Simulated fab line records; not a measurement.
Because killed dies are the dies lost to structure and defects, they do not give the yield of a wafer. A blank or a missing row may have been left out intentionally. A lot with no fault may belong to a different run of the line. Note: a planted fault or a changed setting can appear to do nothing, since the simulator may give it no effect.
fab line records	flow sky130
record lots=5	wafers=15	last_day=50
route steps=708 shown VIA1@471 METAL2@483 VIA2@507 PAD_OPEN@708
lots that met no fault: taken from a fault-free run of the same line
start_h: start of the lot's first displayed wafer, in hours after the record's first day	wait_h: hours elapsed since this lot's preceding step	" same as the row above	L1.1+2: a single row standing in for several wafers	- no value, or no start was given	* or withheld: withheld	< > ~ a bound
route shown NAME@n: a module of which the file shows steps, and the number in the route of the first	usual: the fault-free wafers' mean and standard deviation	same: alike in all rows	chamber/n: place in a boat	sites: the reading at each site	_std_site: the standard deviation of these	_edge_site: outer sites' mean less inner sites'	radius_mm: for every site, how far away it sits from the centre of the wafer	mask NAME#n: copy n	behind: the most recent tool/chamber to have shaped the wafer	hold: what put the lot on hold/how long, in hours/how the hold closed	device: whichever transistor did not switch (one of n, p or np)	end of line: the tests these same wafers got at the end of their route	step lacking rows: just its recipe	killed: dies that structure and defects cost at the first sort, which is not the same as the wafer's yield	map: the dies of a wafer, with x for killed, . for not killed, _ for no die there
set.NAME: the setting that was run; set.NAME@STEP: the one run at that earlier step	model.NAME: the simulator's own value behind a step, which no gauge read
lots at some steps of the route; a table a step, a row a wafer
services: from which hour (start_h, from the record's first day; less than 0 if before it) a tool's chamber was out of use, for how many hours, and why
## steps
# step SKY_VIA1_OVL_MEAS_13
# usual VIA1_OVL=-1/4.7
lot.wafer	tool	chamber	start_h	wait_h	VIA1_OVL[nm]
L164.1	overlay-01	-	801.07	0.1	3
L164.2	"	-	"	"	-2
L164.3	"	-	"	"	7
L168.4	overlay-01	-	837.28	0.1	0
L168.5	"	-	"	"	-5
L168.6	"	-	"	"	-8
L171.1	overlay-01	-	867.87	0.1	-3
L171.2	"	-	"	"	-4
L171.5	"	-	"	"	-5
L172.2	overlay-01	-	871.46	0.1	-5
L172.3	"	-	"	"	-1
L172.5	"	-	"	"	-4
L181.2	overlay-01	-	937.62	0.1	2
L181.3	"	-	"	"	-2
L181.4	"	-	"	"	1
# step SKY_VIA1_ETCH_14
# recipe chemistry=N2/H2	target=BARC	ion_energy_ev=200	source_w=500	bias_w=100	pressure_mtorr=30	n2_flow_sccm=100	h2_flow_sccm=200	stop_on=SiO2	time_s=45.9	target_depth_a=600
# step SKY_VIA1_ETCH_15
# recipe target=SiO2	chemistry=C4F8/O2/Ar	target_depth_nm=351	stop_on=TiN	mask_material=KrF-thick	source_w=1500	bias_w=1200	pressure_mtorr=40	c4f8_flow_sccm=withheld	O2_flow_sccm=6	Ar_flow_sccm=300	time_s=54
# step SKY_VIA1_STRIP_16
# recipe chemistry=O2/N2	power_w=1400	pressure_mtorr=1500	platen_temp_c=withheld	o2_flow_sccm=3000	n2_flow_sccm=300	overash_fraction=0.5
# step SKY_VIA1_STRIP_17
# recipe chemistry=post_etch_residue_remover	time_s=1200	temp_c=72.5
# step SKY_VIA1_CLEAN_18
# recipe chemistry=IPA	time_s=180	temp_c=25
# step SKY_VIA1_CLEAN_19
# recipe chemistry=O3/DIW	dry=n2_spin
# step SKY_VIA1_SPUTTER_20
# recipe material=TiN	target_thk_nm=20	chamber_pressure_pa=5	power_w=4000	time_s=80
# usual throttle_valve_pct=29.9/0.9
lot.wafer	tool	chamber	start_h	wait_h	throttle_valve_pct
L164.1	pvd_sputter-01	-	801.79	0.0	30.0
L164.2	"	-	"	"	29.6
L164.3	"	-	"	"	29.3
L168.4	pvd_sputter-04	-	837.98	0.0	29.3
L168.5	"	-	"	"	28.9
L168.6	"	-	"	"	30.5
L171.1	pvd_sputter-04	-	868.63	0.0	29.0
L171.2	"	-	"	"	29.6
L171.5	"	-	"	"	29.5
L172.2	pvd_sputter-01	-	872.17	0.0	29.4
L172.3	"	-	"	"	31.1
L172.5	"	-	"	"	30.8
L181.2	pvd_sputter-04	-	938.34	0.0	30.2
L181.3	"	-	"	"	29.4
L181.4	"	-	"	"	30.1
# step SKY_VIA1_CVD_21
# recipe material=W	target_thk_nm=270	time_s=80.902	temp_c=400	pressure_torr=40
# step SKY_VIA1_RS_MEAS_22
# recipe thk_meas_gauge=four-point-probe	reads=W_of_VIA1_CVD_21+TiN_of_VIA1_SPUTTER_20
# usual VIA1_W_RS=0.427/0.0044
lot.wafer	tool	chamber	start_h	wait_h	VIA1_W_RS[ohm/sq]
L164.1	film_metro-04	-	801.94	0.1	0.420
L164.2	"	-	"	"	0.429
L164.3	"	-	"	"	0.415
L168.4	film_metro-03	-	838.19	0.1	0.427
L168.5	"	-	"	"	0.423
L168.6	"	-	"	"	0.426
L171.1	film_metro-02	-	868.88	0.1	0.424
L171.2	"	-	"	"	0.426
L171.5	"	-	"	"	0.419
L172.2	film_metro-02	-	872.34	0.1	0.425
L172.3	"	-	"	"	0.433
L172.5	"	-	"	"	0.426
L181.2	film_metro-02	-	938.52	0.1	0.428
L181.3	"	-	"	"	0.424
L181.4	"	-	"	"	0.433
# step SKY_VIA1_THK_MEAS_23
# recipe thk_meas_gauge=xrf	reads=W_of_VIA1_CVD_21
# usual VIA1_W_THK=263/3.9
lot.wafer	tool	chamber	start_h	wait_h	VIA1_W_THK[nm]
L164.1	film_metro-04	-	802.06	0.1	269
L164.2	"	-	"	"	263
L164.3	"	-	"	"	272
L168.4	film_metro-03	-	838.28	0.1	268
L168.5	"	-	"	"	270
L168.6	"	-	"	"	269
L171.1	film_metro-02	-	869.00	0.1	263
L171.2	"	-	"	"	262
L171.5	"	-	"	"	265
L172.2	film_metro-02	-	872.45	0.1	263
L172.3	"	-	"	"	259
L172.5	"	-	"	"	262
L181.2	film_metro-02	-	938.63	0.1	258
L181.3	"	-	"	"	261
L181.4	"	-	"	"	255
# step SKY_VIA1_CMP_24
# recipe stop_on=SiO2	t_overpolish_s=15	down_force_psi=3.5	platen_rpm=60	target_thk_nm=0	pad_velocity_m_s=0.94248
# step SKY_METAL2_SPUTTER_00
# recipe material=Ti	target_thk_nm=15	power_w=3000	time_s=10	chamber_pressure_pa=0.4
# usual throttle_valve_pct=29.9/0.85
lot.wafer	tool	chamber	start_h	wait_h	throttle_valve_pct
L164.1	pvd_sputter-04	-	802.42	0.1	30.1
L164.2	"	-	"	"	30.4
L164.3	"	-	"	"	29.7
L168.4	pvd_sputter-03	-	838.61	0.1	30.0
L168.5	"	-	"	"	30.4
L168.6	"	-	"	"	30.9
L171.1	pvd_sputter-04	-	869.36	0.1	29.2
L171.2	"	-	"	"	30.4
L171.5	"	-	"	"	29.4
L172.2	pvd_sputter-03	-	872.80	0.1	29.9
L172.3	"	-	"	"	31.1
L172.5	"	-	"	"	30.4
L181.2	pvd_sputter-03	-	938.98	0.1	30.3
L181.3	"	-	"	"	30.1
L181.4	"	-	"	"	28.6
# step SKY_METAL2_SPUTTER_01
# recipe material=TiN	target_thk_nm=20	power_w=6500	time_s=16.7	chamber_pressure_pa=0.4
# usual throttle_valve_pct=29.9/0.86
lot.wafer	tool	chamber	start_h	wait_h	throttle_valve_pct
L164.1	pvd_sputter-04	-	802.45	0.0	30.2
L164.2	"	-	"	"	30.6
L164.3	"	-	"	"	29.6
L168.4	pvd_sputter-03	-	838.63	0.0	30.0
L168.5	"	-	"	"	30.4
L168.6	"	-	"	"	30.9
L171.1	pvd_sputter-04	-	869.38	0.0	28.9
L171.2	"	-	"	"	30.2
L171.5	"	-	"	"	29.7
L172.2	pvd_sputter-03	-	872.82	0.0	30.0
L172.3	"	-	"	"	31.2
L172.5	"	-	"	"	30.4
L181.2	pvd_sputter-03	-	939.00	0.0	30.6
L181.3	"	-	"	"	30.1
L181.4	"	-	"	"	28.5
# step SKY_METAL2_SPUTTER_02
# recipe material=AlCu	target_thk_nm=250	power_w=10600	time_s=13.3	chamber_pressure_pa=0.4
# step SKY_METAL2_SPUTTER_03
# recipe material=Ti	target_thk_nm=5	power_w=3000	time_s=3.3	chamber_pressure_pa=0.4
# step SKY_METAL2_SPUTTER_04
# recipe material=TiN	target_thk_nm=70	power_w=6500	time_s=58.3	chamber_pressure_pa=0.4
# usual throttle_valve_pct=29.9/0.87
lot.wafer	tool	chamber	start_h	wait_h	throttle_valve_pct
L164.1	pvd_sputter-04	-	802.51	0.0	30.2
L164.2	"	-	"	"	30.4
L164.3	"	-	"	"	29.4
L168.4	pvd_sputter-03	-	838.70	0.0	29.8
L168.5	"	-	"	"	30.2
L168.6	"	-	"	"	31.0
L171.1	pvd_sputter-04	-	869.45	0.0	28.8
L171.2	"	-	"	"	30.3
L171.5	"	-	"	"	29.4
L172.2	pvd_sputter-03	-	872.89	0.0	30.1
L172.3	"	-	"	"	31.0
L172.5	"	-	"	"	30.5
L181.2	pvd_sputter-03	-	939.07	0.0	30.4
L181.3	"	-	"	"	30.1
L181.4	"	-	"	"	28.9
# step SKY_METAL2_RS_MEAS_05
# recipe thk_meas_gauge=four-point-probe	reads=TiN_of_METAL2_SPUTTER_04+Ti_of_METAL2_SPUTTER_03+AlCu_of_METAL2_SPUTTER_02+TiN_of_METAL2_SPUTTER_01+Ti_of_METAL2_SPUTTER_00
# usual METAL2_ALCU_RS=0.1269/0.0012
lot.wafer	tool	chamber	start_h	wait_h	METAL2_ALCU_RS[ohm/sq]
L164.1	film_metro-02	-	802.56	0.0	0.1267
L164.2	"	-	"	"	0.1269
L164.3	"	-	"	"	0.1278
L168.4	film_metro-01	-	838.81	0.1	0.1251
L168.5	"	-	"	"	0.1251
L168.6	"	-	"	"	0.1252
L171.1	film_metro-02	-	869.50	0.0	0.1258
L171.2	"	-	"	"	0.1248
L171.5	"	-	"	"	0.1257
L172.2	film_metro-02	-	872.96	0.0	0.1270
L172.3	"	-	"	"	0.1269
L172.5	"	-	"	"	0.1251
L181.2	film_metro-01	-	939.14	0.0	0.1245
L181.3	"	-	"	"	0.1267
L181.4	"	-	"	"	0.1263
# step SKY_METAL2_THK_MEAS_06
# recipe thk_meas_gauge=xrf	reads=AlCu_of_METAL2_SPUTTER_02
# usual METAL2_ALCU_THK=244.8/2.7
lot.wafer	tool	chamber	start_h	wait_h	METAL2_ALCU_THK[nm]
L164.1	film_metro-02	-	802.68	0.1	245.0
L164.2	"	-	"	"	246.5
L164.3	"	-	"	"	245.2
L168.4	film_metro-01	-	838.90	0.1	249.5
L168.5	"	-	"	"	249.4
L168.6	"	-	"	"	248.1
L171.1	film_metro-02	-	869.62	0.1	246.9
L171.2	"	-	"	"	250.1
L171.5	"	-	"	"	247.0
L172.2	film_metro-02	-	873.07	0.1	246.0
L172.3	"	-	"	"	245.2
L172.5	"	-	"	"	249.6
L181.2	film_metro-01	-	939.25	0.1	251.1
L181.3	"	-	"	"	245.9
L181.4	"	-	"	"	244.5
# step SKY_METAL2_DEHYDRATE_07
# recipe temp_c=200	time_s=60
# step SKY_METAL2_HMDS_08
# recipe prime_time_s=60	prime_temp_c=120
# step SKY_METAL2_COAT_09
# recipe resist=BARC	temp_c=withheld	time_s=withheld	spin_rpm=3000	resist_thk_nm=60
# step SKY_METAL2_COAT_10
# recipe resist=KrF-thick	spin_rpm=3000	resist_thk_nm=450
# step SKY_METAL2_SOFTBAKE_11
# recipe temp_c=100	time_s=90	resist=KrF-thick
# step SKY_METAL2_EXPOSE_12
# recipe mask_id=MM2	na=0.8	source_shape=annular	sigma_inner=0.55	sigma_outer=0.85	target_cd_nm=140	dose_mj=28
# step SKY_METAL2_PEB_13
# recipe peb_temp_c=withheld	peb_time_s=withheld	resist=KrF-thick
# step SKY_METAL2_DEVELOP_14
# recipe develop_time_s=60	resist=KrF-thick	dev_temp_c=21
# step SKY_METAL2_CD_MEAS_15
# recipe target_cd_nm=140
# usual cd_nm=140.2/1.5
lot.wafer	tool	chamber	start_h	wait_h	cd_nm
L164.1	cd_sem-01	-	828.78	-	141.4
L164.2	"	-	"	"	140.8
L164.3	"	-	"	"	141.7
L168.4	cd_sem-02	-	865.40	-	138.3
L168.5	"	-	"	"	136.3
L168.6	"	-	"	"	139.2
L171.1	cd_sem-02	-	895.20	-	141.9
L171.2	"	-	"	"	140.7
L171.5	"	-	"	"	140.4
L172.2	cd_sem-01	-	899.76	-	141.2
L172.3	"	-	"	"	139.7
L172.5	"	-	"	"	139.5
L181.2	cd_sem-01	-	963.68	-	143.1
L181.3	"	-	"	"	142.7
L181.4	"	-	"	"	141.9
# step SKY_METAL2_OVL_MEAS_16
# usual METAL2_OVL=-2/5.3
lot.wafer	tool	chamber	start_h	wait_h	METAL2_OVL[nm]
L164.1	overlay-01	-	828.90	0.1	-8
L164.2	"	-	"	"	-6
L164.3	"	-	"	"	-5
L168.4	overlay-01	-	865.48	0.1	-4
L168.5	"	-	"	"	0
L168.6	"	-	"	"	1
L171.1	overlay-02	-	895.32	0.1	3
L171.2	"	-	"	"	-3
L171.5	"	-	"	"	4
L172.2	overlay-02	-	899.87	0.1	4
L172.3	"	-	"	"	9
L172.5	"	-	"	"	13
L181.2	overlay-02	-	963.78	0.1	-14
L181.3	"	-	"	"	-12
L181.4	"	-	"	"	-12
# step SKY_METAL2_DESCUM_17
# recipe chemistry=O2	source_power_w=150	bias_power_w=0	pressure_mtorr=10	temp_c=40	time_s=8
# usual drypump_motor_current_A=5.8/0.4	oes_product_au=1.004/0.01
# same bias_power_w=0
lot.wafer	tool	chamber	start_h	wait_h	drypump_motor_current_A	oes_product_au	rf_hours_counter_h
L164.1	rie_metal-03	0	828.94	0.0	5.7	0.986	12
L164.2	"	1	"	"	5.8	1.009	15
L164.3	"	1	"	"	5.8	0.995	-
L168.4	rie_metal-02	0	865.51	0.0	5.5	1.006	-
L168.5	"	0	"	"	5.5	1.014	-
L168.6	"	1	"	"	5.5	1.013	-
L171.1	rie_metal-03	0	895.36	0.0	5.6	0.996	15
L171.2	"	0	"	"	5.7	0.997	-
L171.5	"	0	"	"	5.7	0.997	-
L172.2	rie_metal-04	0	899.90	0.0	6.6	1.016	9
L172.3	"	0	"	"	6.6	1.013	-
L172.5	"	0	"	"	6.7	1.016	-
L181.2	rie_metal-02	1	963.81	0.0	5.5	1.012	12
L181.3	"	0	"	"	5.5	0.991	-
L181.4	"	1	"	"	5.5	1.007	-
# step SKY_METAL2_ETCH_18
# recipe chemistry=N2/H2	target=BARC	ion_energy_ev=200	bias_w=100	pressure_mtorr=30	n2_flow_sccm=100	h2_flow_sccm=200	icp_w=500	stop_on=SiO2	time_s=45.9	target_depth_a=600
# step SKY_METAL2_METAL_ETCH_19
# recipe target_depth_a=3600	stop_on=SiO2	over_etch_frac=0.3	time_s=78	chemistry=Cl2/BCl3	resist_sidewall_deg=88	pressure_mtorr=10	icp_w=900	bias_w=48.5	Cl2_flow_sccm=60	bcl3_flow_sccm=30
# step SKY_METAL2_STRIP_20
# recipe chemistry=O2/N2	power_w=1400	pressure_mtorr=1500	platen_temp_c=withheld	o2_flow_sccm=3000	n2_flow_sccm=300	overash_fraction=0.5
# step SKY_METAL2_STRIP_21
# recipe chemistry=post_etch_residue_remover	time_s=1200	temp_c=72.5
# step SKY_METAL2_CLEAN_22
# recipe chemistry=IPA	time_s=180	temp_c=25
# step SKY_METAL2_CLEAN_23
# recipe chemistry=O3/DIW	dry=n2_spin
# step SKY_VIA2_HDPCVD_00
# recipe material=SiO2	target_thk_nm=1180	sigma_open_frac=0.3	time_s=196.7	temp_c=400	sih4_flow_sccm=60	pressure_mtorr=6
# step SKY_VIA2_THK_MEAS_01
# recipe reads=SiO2_of_VIA2_HDPCVD_00
# usual VIA2_HDPCVD_THK=1182/11
lot.wafer	tool	chamber	start_h	wait_h	VIA2_HDPCVD_THK[nm]
L164.1	film_metro-03	-	829.84	0.1	1174
L164.2	"	-	"	"	1185
L164.3	"	-	"	"	1157
L168.4	film_metro-04	-	866.48	0.0	1189
L168.5	"	-	"	"	1177
L168.6	"	-	"	"	1169
L171.1	film_metro-01	-	896.45	0.1	1158
L171.2	"	-	"	"	1172
L171.5	"	-	"	"	1193
L172.2	film_metro-01	-	900.84	0.1	1188
L172.3	"	-	"	"	1180
L172.5	"	-	"	"	1166
L181.2	film_metro-03	-	964.72	0.1	1179
L181.3	"	-	"	"	1187
L181.4	"	-	"	"	1199
# step SKY_VIA2_CMP_02
# recipe material=SiO2	down_force_psi=4	platen_rpm=60	pad_velocity_m_s=0.94248
# usual motor_current_A=12.0/1.2
lot.wafer	tool	chamber	start_h	wait_h	motor_current_A
L164.1	cmp-02	0	829.95	0.1	10.6
L164.3	"	1	"	"	12.5
L164.2	"	2	"	"	13.2
L168.4	cmp-01	1	866.61	0.1	12.4
L168.6	"	3	"	"	13.4
L168.5	"	0	"	"	11.4
L171.2	cmp-02	0	896.56	0.1	10.6
L171.1	"	1	"	"	12.7
L171.5	"	0	"	"	10.7
L172.2	cmp-02	3	901.13	0.3	12.8
L172.3	"	1	"	"	12.1
L172.5	"	3	"	"	12.5
L181.2	cmp-02	1	964.77	0.0	11.6
L181.3	"	2	"	"	13.5
L181.4	"	3	"	"	12.7
# step SKY_VIA2_BOW_MEAS_03
# recipe mode=bow
# usual VIA2_BOW=86/7
lot.wafer	tool	chamber	start_h	wait_h	VIA2_BOW[um]
L164.1	film_metro-04	-	830.20	0.2	85
L164.2	"	-	"	"	84
L164.3	"	-	"	"	88
L168.4	film_metro-01	-	866.87	0.2	80
L168.5	"	-	"	"	85
L168.6	"	-	"	"	81
L171.1	film_metro-01	-	896.81	0.1	91
L171.2	"	-	"	"	95
L171.5	"	-	"	"	93
L172.2	film_metro-01	-	901.40	0.2	75
L172.3	"	-	"	"	74
L172.5	"	-	"	"	75
L181.2	film_metro-01	-	965.09	0.3	96
L181.3	"	-	"	"	91
L181.4	"	-	"	"	81
# step SKY_VIA2_DEHYDRATE_04
# recipe temp_c=200	time_s=60
# step SKY_VIA2_HMDS_05
# recipe prime_time_s=60	prime_temp_c=120
# step SKY_PAD_OPEN_PROBE_99
# usual defect_limited_yield=82.8/2	killed_at_M0_to_M3=43/6.4	killed_at_M4_up=3.1/2	killed_at_contacts=24/5.2	killed_at_front_end=15/4.3	killed_at_other=0.2/0.48	killed_dies=85/9.7	killed_open=47/6.9	killed_short=38/6.7	sort_bin_3_pad_short=0.9/0.48	sort_bin_5_function=10.3/1.6	sort_bin_6_memory=6.1/0.97	sort_n_pass=407/9.7	sort_yield_pct=82.8/2
# same gross_dies=492	killed_at_back_side=0	sort_bin_4_leakage[%]=0	sort_bin_8_speed[%]=0
lot.wafer	tool	chamber	start_h	wait_h	defect_limited_yield[%]	killed_at_M0_to_M3	killed_at_M4_up	killed_at_contacts	killed_at_front_end	killed_at_other	killed_dies	killed_open	killed_short	sort_bin_3_pad_short[%]	sort_bin_5_function[%]	sort_bin_6_memory[%]	sort_n_pass	sort_yield_pct[%]	model.etest.tester.sort_n_pass	model.etest.tester.sort_yield_pct	model.etest.tester.sort_bin_3_pct
L164.1	prober-01	-	1088.42	0.1	82.3	45	5	25	12	0	87	47	40	1.8	10.8	5.1	405	82.3	405	82.32	1.829
L164.2	prober-01	-	1088.47	0.1	82.1	57	3	15	13	0	88	45	43	1.2	8.9	7.7	404	82.1	404	82.11	1.22
L164.3	prober-01	-	1088.52	0.2	79.1	54	2	26	20	1	103	50	53	1.6	12.0	7.3	389	79.1	389	79.06	1.626
L168.4	prober-01	-	1113.64	0.2	81.3	54	1	20	17	0	92	59	33	1.0	10.8	6.9	400	81.3	400	81.3	1.016
L168.5	prober-01	-	1113.69	0.2	82.5	37	4	28	17	0	86	49	37	1.0	9.8	6.7	406	82.5	406	82.52	1.016
L168.6	prober-01	-	1113.74	0.2	81.9	36	3	31	19	0	89	54	35	0.8	8.9	8.3	403	81.9	403	81.91	0.813
L171.1	prober-02	-	1139.04	0.1	85.4	37	4	20	11	0	72	41	31	1.2	7.9	5.5	420	85.4	420	85.37	1.22
L171.2	prober-02	-	1139.09	0.1	80.5	44	1	33	17	1	96	53	43	1.0	13.0	5.5	396	80.5	396	80.49	1.016
L171.5	prober-02	-	1139.24	0.2	79.9	44	4	32	19	0	99	58	41	1.2	11.8	7.1	393	79.9	393	79.88	1.22
L172.2	prober-02	-	1143.17	0.1	84.1	46	4	12	16	0	78	43	35	0.4	11.4	4.1	414	84.1	414	84.15	0.4065
L172.3	prober-02	-	1143.22	0.2	84.3	38	2	17	20	0	77	41	36	1.4	8.1	6.1	415	84.3	415	84.35	1.423
L172.5	prober-02	-	1143.32	0.2	80.9	42	9	28	15	0	94	53	41	1.2	12.8	5.1	398	80.9	398	80.89	1.22
L181.2	prober-02	-	1188.01	0.1	83.7	42	1	21	16	0	80	46	34	0.2	10.0	6.1	412	83.7	412	83.74	0.2033
L181.3	prober-02	-	1188.06	0.2	81.3	52	2	25	13	0	92	38	54	1.4	10.6	6.7	400	81.3	400	81.3	1.423
L181.4	prober-02	-	1188.11	0.2	79.7	73	0	15	11	1	100	31	33	3.3	10.4	6.7	392	79.7	392	79.67	3.252
# killed by level:class
L164.1 VIA1:geometric_particle:open=11 CONTACT:geometric_particle:open=11 VIA2:geometric_particle:short=9 LI_CONTACT:geometric_particle:open=8 VIA3:geometric_particle:open=8 METAL2:geometric_particle:short=6 POLY_GATE:geometric_particle:short=4 FIELD_ISO:geometric_particle:short=3
L164.2 VIA1:geometric_particle:open=10 VIA2:geometric_particle:open=9 METAL2:geometric_particle:short=9 CONTACT:geometric_particle:open=6 VIA3:geometric_particle:open=6 VIA1:geometric_particle:short=5 VIA2:geometric_particle:short=5 VIA3:geometric_particle:short=5
L164.3 VIA1:geometric_particle:open=12 CONTACT:geometric_particle:open=8 VIA2:geometric_particle:open=8 POLY_GATE:geometric_particle:short=7 CONTACT:geometric_particle:short=7 METAL1:geometric_particle:short=7 VIA2:geometric_particle:short=6 POLY_GATE:geometric_particle:open=5
L168.4 VIA1:geometric_particle:open=11 VIA3:geometric_particle:open=11 CONTACT:geometric_particle:open=9 METAL1:geometric_particle:short=7 VIA2:geometric_particle:open=7 FIELD_ISO:geometric_particle:open=6 CONTACT:geometric_particle:short=5 METAL3:geometric_particle:short=5
L168.5 CONTACT:geometric_particle:open=11 LI_CONTACT:geometric_particle:open=8 VIA3:geometric_particle:open=8 POLY_GATE:geometric_particle:open=6 METAL1:geometric_particle:short=6 VIA1:geometric_particle:open=5 CONTACT:geometric_particle:short=4 VIA1:geometric_particle:short=4
L168.6 VIA1:geometric_particle:open=12 LI_CONTACT:geometric_particle:open=10 FIELD_ISO:geometric_particle:open=9 CONTACT:geometric_particle:open=8 LI_CONTACT:geometric_particle:short=4 POLY_GATE:geometric_particle:short=4 LOCAL_INTERCONNECT:geometric_particle:short=4 METAL1:geometric_particle:short=4
L171.1 VIA1:geometric_particle:open=13 LI_CONTACT:geometric_particle:open=8 METAL4:geometric_particle:short=4 CONTACT:geometric_particle:short=4 CONTACT:geometric_particle:open=4 METAL1:geometric_particle:short=4 POLY_GATE:geometric_particle:open=3 POLY_GATE:geometric_particle:short=3
L171.2 VIA1:geometric_particle:open=19 CONTACT:geometric_particle:open=12 LI_CONTACT:geometric_particle:open=9 CONTACT:geometric_particle:short=7 FIELD_ISO:geometric_particle:open=6 VIA1:geometric_particle:short=6 METAL1:geometric_particle:short=6 FIELD_ISO:geometric_particle:short=4
L171.5 VIA1:geometric_particle:open=17 VIA2:geometric_particle:open=10 CONTACT:geometric_particle:open=8 LI_CONTACT:geometric_particle:open=7 CONTACT:geometric_particle:short=7 POLY_GATE:geometric_particle:short=6 LOCAL_INTERCONNECT:geometric_particle:short=6 FIELD_ISO:geometric_particle:short=5
L172.2 VIA2:geometric_particle:open=11 VIA1:geometric_particle:open=10 VIA3:geometric_particle:open=9 FIELD_ISO:geometric_particle:open=5 POLY_GATE:geometric_particle:short=5 LOCAL_INTERCONNECT:geometric_particle:short=4 VIA1:geometric_particle:short=4 METAL4:geometric_particle:short=4
L172.3 VIA3:geometric_particle:open=8 FIELD_ISO:geometric_particle:open=7 VIA1:geometric_particle:open=7 METAL2:geometric_particle:short=6 LOCAL_INTERCONNECT:geometric_particle:short=5 CONTACT:geometric_particle:open=5 METAL1:geometric_particle:short=5 VIA2:geometric_particle:open=5
L172.5 VIA1:geometric_particle:open=11 CONTACT:geometric_particle:open=9 CONTACT:geometric_particle:short=6 LI_CONTACT:geometric_particle:open=6 VIA3:geometric_particle:open=6 VIA2:geometric_particle:open=5 METAL4:geometric_particle:short=5 FIELD_ISO:geometric_particle:open=4
L181.2 VIA1:geometric_particle:open=14 CONTACT:geometric_particle:short=8 CONTACT:geometric_particle:open=7 FIELD_ISO:geometric_particle:short=5 METAL2:geometric_particle:short=5 VIA3:geometric_particle:open=5 POLY_GATE:geometric_particle:open=4 VIA2:geometric_particle:open=4
L181.3 VIA1:geometric_particle:open=10 CONTACT:geometric_particle:short=9 VIA1:geometric_particle:short=8 CONTACT:geometric_particle:open=7 LOCAL_INTERCONNECT:geometric_particle:short=6 VIA3:geometric_particle:open=6 METAL3:geometric_particle:short=6 VIA2:geometric_particle:open=5
L181.4 METAL2:unspecified=36 VIA1:geometric_particle:short=10 VIA1:geometric_particle:open=8 CONTACT:geometric_particle:open=7 POLY_GATE:geometric_particle:short=5 VIA2:geometric_particle:open=5 FIELD_ISO:geometric_particle:short=4 LI_CONTACT:geometric_particle:open=4
# map L181.4 (x killed, . not)
__________......x..._________
________.............._______
______...xx..........x.._____
_____....xx.....x........____
____x....x.....xx..x......___
___.............x..........__
__....x...x.....x.......x..._
_..x..x.............x........
_..x....xx.x.................
_.x..x......x...........x....
_...................xx.......
_...........xx..x...x....x..x
_........x..xx.........x..x..
_..x.........x..x.....xxxxxx.
_.................x....xxxxxx
__...............x.xxxxxxxxx_
___..........x......xxxxxxx__
____.x..x........x...xxxxx___
_____x.x....x.xx...xxxxxx____
______...............xxx_____
________x..x.........._______
__________..x......._________
# map L172.5 (x killed, . not)
__________...x......_________
________.......x....x._______
______......xx.......x.._____
_____x................x..____
____..xx......x.......xx..___
___x.....x....xx.xx.xxx....__
__.x.........x........x...x._
_..x.xx..........xxx.........
_x..........xx..x.x...x...x..
_.............x.x...x........
_...xx.x..x.x...........x..x.
_...x..x.x....x...x...xx.....
_.....xx.....................
_...x.x...x......x.x.....x..x
_.x....x.xx...x..x...........
__....x....x..x............._
___.x..x....x.......x......__
____..........x...xx.x.x..___
_____........x......x..x.____
______...x.....x.....x.x_____
________....x...xx...._______
__________.....x...._________
## services
tool	chamber	start_h	hours	kind
cmp-02	-	783.91	3.3	pm
rie_metal-02	0	785.39	2.7	repair
rie_metal-03	1	807.27	1.1	repair
rie_metal-02	-	814.68	2.5	repair
cmp-02	-	831.39	3.8	repair
rie_metal-04	-	834.16	14.6	pm
cmp-02	-	837.04	22.1	repair
pvd_sputter-03	-	844.64	3.2	repair
pvd_sputter-04	-	846.22	5.2	repair
rie_metal-04	-	851.75	0.1	repair
rie_metal-04	-	851.94	2.8	pm
pvd_sputter-01	-	879.24	2.2	repair
pvd_sputter-03	0	898.97	-	consumable_replace:kit
pvd_sputter-03	0	898.97	18.0	scheduled_down
pvd_sputter-03	0	898.97	18.0	vent_cycle
cmp-01	-	901.02	0.4	repair
pvd_sputter-04	-	905.25	12.4	repair
cmp-01	-	911.82	1.1	repair
cmp-02	-	912.41	4.0	pm
cmp-01	-	916.41	6.4	pm
cmp-02	-	916.41	-	consumable_replace:conditioner
pvd_sputter-04	3	945.76	-	consumable_replace:kit
pvd_sputter-04	3	945.76	18.0	scheduled_down
pvd_sputter-04	3	945.76	18.0	vent_cycle
## key
first_sign step=SKY_PAD_OPEN_PROBE_99	reading=sort_bin_3_pad_short	direction=up	sigmas=4.9	usual=0.9	struck=3.3
effect step=SKY_PAD_OPEN_PROBE_99	reading=killed_at_M0_to_M3	direction=up	sigmas=4.7	usual=43	struck=73
model_effect step=SKY_PAD_OPEN_PROBE_99	value=etest.tester.sort_n_pass	without=420	struck=392
met_at SKY_METAL2_SPUTTER_00
struck_wafers L181.4
fault kind=chamber_particle_source	tool=pvd_sputter-03	chamber=-	onset_h=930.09	steps=SKY_METAL2_SPUTTER_00	rate_per_visit_cm2=1.9484	end_h=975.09	scope=struck_wafers_only
